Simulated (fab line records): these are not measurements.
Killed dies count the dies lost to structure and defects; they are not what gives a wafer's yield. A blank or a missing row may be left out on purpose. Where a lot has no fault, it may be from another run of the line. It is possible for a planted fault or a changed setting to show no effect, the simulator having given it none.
Which tool did it? | flow sky130 | 12 lots with 36 wafers sampled at 6 steps, on a route of 708 steps

## WHAT THE GAUGES READ, wafer by wafer
SKY_VT_ADJUST_HVTP_OVL_MEAS_08.
lot  | measured     | on         | VT_ADJUST_HVTP_OVL (nm)
L717 | day 6 02:02  | overlay-01 | 1.6 2.8 2.8
L718 | day 6 02:42  | overlay-02 | -0.3 0.9 0.1
L719 | day 6 17:14  | overlay-01 | 2.4 3.8 2.0
L722 | day 7 18:07  | overlay-01 | 0.9 0.9 0.9
L726 | day 8 07:53  | overlay-02 | 0.7 -0.2 1.4
L730 | day 9 15:40  | overlay-02 | -1.3 0.9 0.4
L732 | day 10 04:41 | overlay-01 | -0.3 -1.7 -0.9
L731 | day 10 04:58 | overlay-02 | 1.6 1.3 -0.3
L733 | day 10 10:26 | overlay-01 | 1.0 0.3 1.9
L734 | day 10 16:11 | overlay-02 | -0.1 -1.0 0.2
L736 | day 11 04:48 | overlay-01 | 2.1 2.4 2.2
L737 | day 11 11:46 | overlay-02 | 1.4 0.7 0.9

SKY_VT_ADJUST_LVTN_OVL_MEAS_18.
lot  | measured     | on         | VT_ADJUST_LVTN_01_OVL (nm)
L717 | day 7 17:22  | overlay-01 | -1.8 -1.1 -0.8
L718 | day 7 17:41  | overlay-02 | -1.7 -1.2 -0.5
L719 | day 8 09:53  | overlay-02 | 3.9 2.3 1.5
L722 | day 9 12:29  | overlay-01 | - - -
L726 | day 10 04:11 | overlay-02 | 1.1 0.3 -1.7
L730 | day 11 13:05 | overlay-01 | 2.3 2.0 3.6
L732 | day 12 03:02 | overlay-02 | 0.4 -0.5 0.8
L731 | day 12 03:19 | overlay-01 | 1.2 0.9 1.6
L733 | day 12 09:59 | overlay-02 | 0.5 1.0 2.4
L734 | day 12 16:04 | overlay-02 | -0.4 0.1 -0.5
L736 | day 13 06:14 | overlay-02 | -0.6 0.7 1.5
L737 | day 13 14:14 | overlay-01 | 0.0 0.0 1.2

SKY_VT_ADJUST_LVTN_TW_MEAS_21.
lot  | measured     | on            | VT_ADJUST_LVTN_2_TW
L717 | day 7 17:39  | film metro-03 | 187.6 187.6 186.6
L718 | day 7 17:58  | film metro-04 | 188.8 189.0 188.3
L719 | day 8 10:10  | film metro-04 | 188.9 189.2 189.5
L722 | day 9 12:47  | film metro-01 | 30.0 30.0 30.1 30.2 30.1 30.2
L726 | day 10 04:28 | film metro-01 | 189.3 189.1 188.9
L730 | day 11 13:23 | film metro-01 | 189.3 188.3 189.5
L732 | day 12 03:20 | film metro-03 | 186.1 186.9 186.3
L731 | day 12 03:36 | film metro-01 | 188.2 187.8 188.4
L733 | day 12 10:16 | film metro-01 | 189.0 188.2 188.7
L734 | day 12 16:21 | film metro-04 | 188.6 188.5 187.9
L736 | day 13 06:31 | film metro-04 | 187.3 186.6 187.5
L737 | day 13 14:32 | film metro-01 | 188.3 187.9 187.3

SKY_SONOS_TUNNEL_OVL_MEAS_08.
lot  | measured     | on         | SONOS_TUNNEL_OVL (nm)
L717 | day 11 10:16 | overlay-01 | -0.1 -0.1 1.2
L718 | day 11 10:53 | overlay-02 | -1.5 -1.2 -2.3
L719 | day 12 04:37 | overlay-02 | 0.7 -1.2 0.3
L726 | day 14 05:46 | overlay-02 | 1.0 -0.2 0.8
L730 | day 15 21:01 | overlay-01 | -0.7 -0.9 -1.5
L732 | day 16 13:31 | overlay-02 | -1.2 -0.3 0.0
L731 | day 16 14:23 | overlay-02 | -1.2 -1.6 -0.7
L733 | day 16 20:37 | overlay-02 | -2.1 -1.2 -2.3
L734 | day 17 03:46 | overlay-01 | 1.3 0.6 2.2
L736 | day 17 20:58 | overlay-02 | 1.3 -0.9 -0.5
L737 | day 18 06:50 | overlay-01 | 1.1 -0.1 -0.5

## EACH LOT AND THE TOOL THAT RAN IT (in order: tool; ch and the chambers of the sampled wafers; start)
lot  | SKY_VT_ADJUST_HVTP_STRIP_10          | SKY_VT_ADJUST_LVTN_EXPOSE_15
L717 | plasma asher-02 ch 0,1, day 6 02:14  | iline stepper-02 ch 0, day 7 07:41
L718 | plasma asher-03 ch 0,1, day 6 02:55  | iline stepper-01 ch 0, day 7 08:01
L719 | plasma asher-03 ch 0,1, day 6 17:26  | iline stepper-01 ch 0, day 7 23:29
L722 | plasma asher-04 ch 0,1, day 7 18:19  | iline stepper-01 ch 0, day 9 02:33
L726 | plasma asher-02 ch 0,1, day 8 08:05  | iline stepper-01 ch 0, day 9 16:59
L730 | plasma asher-04 ch 0,1, day 9 15:51  | iline stepper-01 ch 0, day 11 01:49
L732 | plasma asher-04 ch 0,1, day 10 04:53 | iline stepper-01 ch 0, day 11 15:14
L731 | plasma asher-02 ch 0,1, day 10 05:09 | iline stepper-01 ch 0, day 11 15:32
L733 | plasma asher-02 ch 1, day 10 10:37   | iline stepper-01 ch 0, day 11 21:35
L734 | plasma asher-02 ch 0,1, day 10 16:23 | iline stepper-01 ch 0, day 12 03:51
L736 | plasma asher-03 ch 0,1, day 11 05:01 | iline stepper-01 ch 0, day 12 18:07
L737 | plasma asher-03 ch 0,1, day 11 11:57 | iline stepper-02 ch 0, day 13 01:26
- SKY_VT_ADJUST_HVTP_STRIP_10: strips in O2/N2.
- SKY_VT_ADJUST_LVTN_EXPOSE_15: exposes mask HVN STD DERIVED, target cd 600 nm.

## WHAT THE TOOLS THEMSELVES READ (means of the sampled wafers that have a number; where no wafer has one, the mark that the record gives instead)
SKY_VT_ADJUST_HVTP_STRIP_10.
lot  | tool            | drypump motor current A (A) | oes product au (a.u.) | strip time to endpoint s (s)
L717 | plasma asher-02 | 5.7                         | 0.712                 | 14.20
L718 | plasma asher-03 | 5.7                         | 0.717                 | 14.11
L719 | plasma asher-03 | 5.6                         | 0.716                 | 14.16
L722 | plasma asher-04 | 6.0                         | 0.716                 | 14.17
L726 | plasma asher-02 | 6.2                         | 0.714                 | 14.19
L730 | plasma asher-04 | 5.6                         | 0.717                 | 14.22
L732 | plasma asher-04 | 5.9                         | 0.717                 | 14.21
L731 | plasma asher-02 | 5.7                         | 0.720                 | 14.22
L733 | plasma asher-02 | 6.6                         | 0.714                 | 14.15
L734 | plasma asher-02 | 6.2                         | 0.713                 | 14.12
L736 | plasma asher-03 | 5.3                         | 0.713                 | 14.14
L737 | plasma asher-03 | 5.7                         | 0.716                 | 14.16

## THE ANSWER, worked out from the rows above alone
Rule: the usual values come from the lots themselves. Put in order of their means at a reading, lots are off if they are a third of the lots or fewer, leave a main group of 4 or more, and stand apart from it by a gap of 3 or more times the standard deviation of the main group's means; of several such gaps the widest counts. If all means in a main group match to the digits the tables above print for the reading, that group is not used. A lot without any number at a reading at which 4 lots or more have one is off too. Any other lot the step has rows for is counted as sound. First the gauges in route order, then the tools' own readings, where a lot's mean is used as printed above. At the first step where some lot is off, the reading lying furthest off is the one used; lots without a number count as furthest.
Off: L722, at SKY_VT_ADJUST_LVTN_OVL_MEAS_18 (VT_ADJUST_LVTN_01_OVL). Without a number there: L722. Mean 0.6 nm and standard deviation 1.2 in the main group.
A tool fits if, at a process step before that reading, it ran every lot that is off, and no sound lot after the first of them. The gauges at SKY_VT_ADJUST_LVTN_OVL_MEAS_18 aren't tried: what is off there is off at SKY_VT_ADJUST_LVTN_TW_MEAS_21 too, on other tools, and a gauge's error can't cause that. Not one of the candidates tried fits.

## WHAT THE SIMULATOR HAD PUT IN
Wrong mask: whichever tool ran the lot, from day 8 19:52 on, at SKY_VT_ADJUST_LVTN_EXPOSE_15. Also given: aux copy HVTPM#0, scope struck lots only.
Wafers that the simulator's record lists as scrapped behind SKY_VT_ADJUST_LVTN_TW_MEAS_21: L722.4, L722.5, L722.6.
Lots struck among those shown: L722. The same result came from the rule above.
